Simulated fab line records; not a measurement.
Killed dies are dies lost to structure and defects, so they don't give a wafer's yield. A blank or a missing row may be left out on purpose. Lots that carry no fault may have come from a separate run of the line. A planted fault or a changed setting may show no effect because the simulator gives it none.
A lot that was struck, set against a sound lot -- flow sky130 -- 37 steps out of a route of 708
Sound: the wafers L283.1, L283.2, L283.4. Wafers L303.2, L303.3, L303.6 were the ones struck. The cause is given at the end.
Per side, at each step with rows, come the tool, then ch with its chambers, and then its first start. Under that, the readings that differ: sound wafers -- struck wafers -- difference of the means -- sigmas: that difference in standard deviations of wafers without a fault.
alike: same words and numbers on both sides, and readings whose means sit less than 2 such deviations apart. not compared: any withheld reading, any reading some wafer has no value for, any bound like >300 that may hide the same value, and any number with overlapping values for which the record gives no deviation.
A row with sigmas, a row that says differs or no value, or rows on one side alone: a step with any of these is where the two part. Numbers that have no deviation but don't overlap get no sigmas and don't part them. A reading that every wafer of one side lacks parts them only if that side has two wafers or more.

first, 10 steps without rows for these wafers: SKY_LDD_LDN_SOFTBAKE_03 (time 60 s); SKY_LDD_LDN_EXPOSE_04 (exposes mask LDNTM, target cd 700 nm); SKY_LDD_LDN_PEB_05; SKY_LDD_LDN_DEVELOP_06 (develop time 60 s); SKY_LDD_LDN_IMPLANT_08; SKY_LDD_LDN_IMPLANT_09; SKY_LDD_LDN_IMPLANT_10; SKY_LDD_LDN_IMPLANT_11; SKY_LDD_LDN_STRIP_12 (strips in O2/N2); SKY_LDD_LDN_CLEAN_14 (cleans in SC1/SC2, time 150 s).
SKY_SPACER_CVD_00: deposits Si3N4 from DCS/NH3, target thk 43.1 nm, time 740 s.
  sound on lpcvd-02 ch 1, day 23 10:05; struck on lpcvd-02 ch 1, day 30 07:46
reading,sound,struck,difference,sigmas
spike_tc_centre_C (C),772.0 770.3 772.2,784.5 785.6 783.8,+13.1,+9
zone_power_centre_pct (%),14.5 14.6 14.6,17.9 18.1 18.5,+3.6,+6
zone_power_upper_pct (%),13.1 13.2 13.1,11.2 11.6 11.5,-1.7,-3
model.Si3N4_of_SPACER_CVD_00.thk_nm (nm),43.12 43.33 43.39,45.54 45.08 43.69,+1.49,
  alike: pressure_mtorr, susceptor_temp_C
SKY_SPACER_THK_MEAS_01:
  sound: film_metro-03 at day 23 11:17; struck: film_metro-01 at day 30 08:59
reading,sound,struck,difference,sigmas
SPACER_CVD_00_THK (nm),43.1 43.3 43.3,45.6 45.1 43.7,+1.6,+4
SKY_SPACER_ETCHBACK_02: etches Si3N4 in CH3F/O2, stops on SiO2, time 46.7 s, target depth 45 nm.
  sound on rie_diel-04 ch 0,1,2, day 23 11:21; struck on rie_diel-03 ch 0,2, day 30 09:02
reading,sound,struck,difference,sigmas
oes_product_au (a.u.),0.857 0.858 0.857,0.887 0.887 0.866,+0.023,+4
model.etch.depth_nm (nm),43.12 43.33 43.39,45.54 45.08 43.69,+1.49,
  alike: drypump_motor_current_A, throttle_valve_pct
  not compared: rf_hours_counter_h
then, 22 steps without rows for these wafers: SKY_POLY_CUT_DEHYDRATE_00 (time 60 s); SKY_POLY_CUT_HMDS_01 (prime time 60 s); SKY_POLY_CUT_COAT_02 (resist thk 60 nm); SKY_POLY_CUT_COAT_03 (resist thk 450 nm); SKY_POLY_CUT_SOFTBAKE_04 (time 90 s); SKY_POLY_CUT_EXPOSE_05 (exposes mask NPCM, target cd 270 nm); SKY_POLY_CUT_PEB_06; SKY_POLY_CUT_DEVELOP_07 (develop time 60 s); SKY_POLY_CUT_ETCH_10 (etches BARC in N2/H2, stops on SiO2, time 45.9 s, target depth 60 nm); SKY_POLY_CUT_ETCH_11 (etches Si3N4 in CF4/CH2F2/Ar, stops on poly-Si, time 42.5 s, target depth 60 nm); SKY_POLY_CUT_STRIP_12 (strips in O2/N2); SKY_SD_P_DEHYDRATE_00 (time 60 s); SKY_SD_P_HMDS_01 (prime time 60 s); SKY_SD_P_COAT_02 (resist thk 1140 nm); SKY_SD_P_SOFTBAKE_03 (time 60 s); SKY_SD_P_EXPOSE_04 (exposes mask PSDM, target cd 380 nm); SKY_SD_P_PEB_05; SKY_SD_P_DEVELOP_06 (develop time 60 s); SKY_SD_P_IMPLANT_09; SKY_SD_P_STRIP_10 (strips in O2/N2); SKY_RES_XHIGH_DEHYDRATE_00 (time 60 s); SKY_RES_XHIGH_HMDS_01 (prime time 60 s).
-- the record jumps here: 5 days lie between the struck wafers' starts before and after (it left off in module RES_XHIGH and takes up again in module SALICIDE, whose first step shown is number 361 of the route) --
SKY_SALICIDE_CLEAN_00: cleans in HF-last, time 30 s.
  sound on wet_bench-04 ch 1, day 28 09:56; struck on wet_bench-03 ch 0, day 34 22:26
reading,sound,struck,difference,sigmas
model.Si3N4_of_SPACER_CVD_00.thk_nm (nm),42.13 42.34 42.4,44.55 44.1 42.7,+1.49,
-- the record jumps here: 16 days lie between the struck wafers' starts before and after (it left off in module SALICIDE and takes up again in module PAD_OPEN, whose first step shown is number 708 of the route) --
SKY_PAD_OPEN_PROBE_99:
  sound: prober-02 at day 46 02:55; struck: prober-01 at day 50 14:44
reading,sound,struck,difference,sigmas
model.etest.pfet_01v8.r_on_ohm_um,2790 2790 2815,3033 3001 2974,+204,
model.etest.sonos_uncharged.r_on_ohm_um,796.7 797.3 808.3,826.2 815.4 825.2,+21.5,
model.etest.pfet_01v8.drive_ua_um,202.2 201.9 202.6,181.6 187.8 187.4,-16.6,
model.etest.pfet_01v8_hvt.drive_ua_um,151.2 153.3 152,135.6 136.9 138.3,-15.2,
  alike: killed_at_M0_to_M3, killed_at_M4_up, killed_at_contacts, killed_at_front_end, killed_at_other, killed_dies, killed_open, killed_short

WHERE THEY PART
First at SKY_SPACER_CVD_00; last, within this record, at SKY_SPACER_ETCHBACK_02. Later steps at which nothing parts them and some readings are alike: SKY_PAD_OPEN_PROBE_99.

WHY: what had been put in by the simulator
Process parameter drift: lpcvd-02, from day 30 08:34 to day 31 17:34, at SKY_SPACER_CVD_00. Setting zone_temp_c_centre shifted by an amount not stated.
